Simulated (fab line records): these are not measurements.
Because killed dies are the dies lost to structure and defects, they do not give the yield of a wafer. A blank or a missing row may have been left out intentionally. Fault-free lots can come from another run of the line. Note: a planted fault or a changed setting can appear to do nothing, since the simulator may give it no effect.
A lot that was struck, set against a sound lot / flow sky130 / 16 out of 708 route steps
Sound: wafers L283.2, L283.5, L283.6. Struck: wafer L282.6. (L282.3 of the same lot was not struck and is left out.) The cause comes at the end.
For every step that has rows: the tool of each side, followed by ch and its chambers, followed by its first start. Under that, the readings that differ: sound wafers / struck wafers / difference of the means / sigmas: that difference in standard deviations of wafers without a fault.
alike: readings whose means differ by less than 2 such deviations, and words and numbers that are the same on both sides. not compared: withheld readings, readings that some wafer has no value for, bounds like >300 that may hide the same value, and numbers for which the record gives no deviation and whose values overlap.
Wherever a step has rows on one side only, a row that says differs or no value, or a row with sigmas, the two part there. Non-overlapping numbers with no deviation appear without sigmas and do not part them. A reading that every wafer of one side lacks parts them only if that side has two wafers or more.

SKY_LOCAL_INTERCONNECT_THK_MEAS_02: measures by xrf.
  struck on film_metro-03, day 34 07:41; sound on film_metro-04, day 34 17:20
  alike: LOCAL_INTERCONNECT_TIN_THK
then, 8 steps without rows for these wafers: SKY_LOCAL_INTERCONNECT_DEHYDRATE_03 (time 60 s); SKY_LOCAL_INTERCONNECT_HMDS_04 (prime time 60 s); SKY_LOCAL_INTERCONNECT_COAT_05 (resist thk 60 nm); SKY_LOCAL_INTERCONNECT_COAT_06 (resist thk 450 nm); SKY_LOCAL_INTERCONNECT_SOFTBAKE_07 (time 90 s); SKY_LOCAL_INTERCONNECT_EXPOSE_08 (exposes mask LI1M, target cd 170 nm); SKY_LOCAL_INTERCONNECT_PEB_09; SKY_LOCAL_INTERCONNECT_DEVELOP_10 (develop time 60 s).
SKY_LOCAL_INTERCONNECT_CD_MEAS_11 targets a cd of 170 nm.
  struck on cd_sem-01, day 35 10:07; sound on cd_sem-01, day 35 20:09
  alike: cd_nm
SKY_LOCAL_INTERCONNECT_OVL_MEAS_12:
  struck on overlay-01, day 35 10:12; sound on overlay-02, day 35 20:16
reading=LOCAL_INTERCONNECT_OVL (nm); sound=15 12 7; struck=-2; difference=-13; sigmas=-2
SKY_LOCAL_INTERCONNECT_ETCH_13: etches BARC in N2/H2, stops on SiO2, time 45.9 s, target depth 60 nm.
  sound on rie_metal-04 ch 0,1, day 35 20:17; struck on rie_metal-01 ch 1, day 35 10:15
reading=drypump_motor_current_A (A); sound=6.7 6.4 6.8; struck=5.4; difference=-1.2; sigmas=-2
  alike: oes_product_au, rf_fwd_power_W, throttle_valve_pct
  not compared: rf_hours_counter_h
SKY_LOCAL_INTERCONNECT_METAL_ETCH_14: etches TiN in Cl2/BCl3, stops on PSG, target depth 110 nm, time 31.4 s.
  sound on rie_metal-04 ch 0,1, day 35 20:21; struck on rie_metal-01 ch 1, day 35 10:18
reading=drypump_motor_current_A (A); sound=6.7 6.4 6.7; struck=5.3; difference=-1.3; sigmas=-2
reading=oes_product_au (a.u.); sound=0.941 0.957 0.954; struck=0.935; difference=-0.016; sigmas=-2
reading=rf_fwd_power_W (W); sound=891 891 895; struck=885; difference=-7; sigmas=-2
reading=model.KrF-thick_of_LOCAL_INTERCONNECT_COAT_06.thk_nm (nm); sound=347.7 346.5 347.3; struck=338.1; difference=-9.1; sigmas=
reading=model.LOCAL_INTERCONNECT.feature_depth_nm (nm); sound=99.73 101 101.3; struck=106.2; difference=+5.5; sigmas=
reading=model.PSG_of_LI_CONTACT_HDPCVD_00.thk_nm (nm); sound=588.7 585.7 587; struck=580.2; difference=-6.9; sigmas=
  alike: throttle_valve_pct
  not compared: rf_hours_counter_h
SKY_LOCAL_INTERCONNECT_STRIP_15: strips in O2/N2.
  sound on plasma_asher-04 ch 0,1, day 35 20:24; struck on plasma_asher-02 ch 0, day 35 10:22
reading=strip_time_to_endpoint_s (s); sound=4.722 4.702 4.724; struck=4.616; difference=-0.100; sigmas=-4
  alike: drypump_motor_current_A, oes_product_au
  not compared: rf_hours_counter_h
then, 2 steps without rows for these wafers: SKY_LOCAL_INTERCONNECT_STRIP_16 (strips in post etch residue remover, time 1200 s); SKY_PAD_OPEN_PROBE_99.

== WHERE THEY PART ==
At SKY_LOCAL_INTERCONNECT_OVL_MEAS_12 first; at SKY_LOCAL_INTERCONNECT_STRIP_15 last (within this record only).

WHY: what had been put in by the simulator
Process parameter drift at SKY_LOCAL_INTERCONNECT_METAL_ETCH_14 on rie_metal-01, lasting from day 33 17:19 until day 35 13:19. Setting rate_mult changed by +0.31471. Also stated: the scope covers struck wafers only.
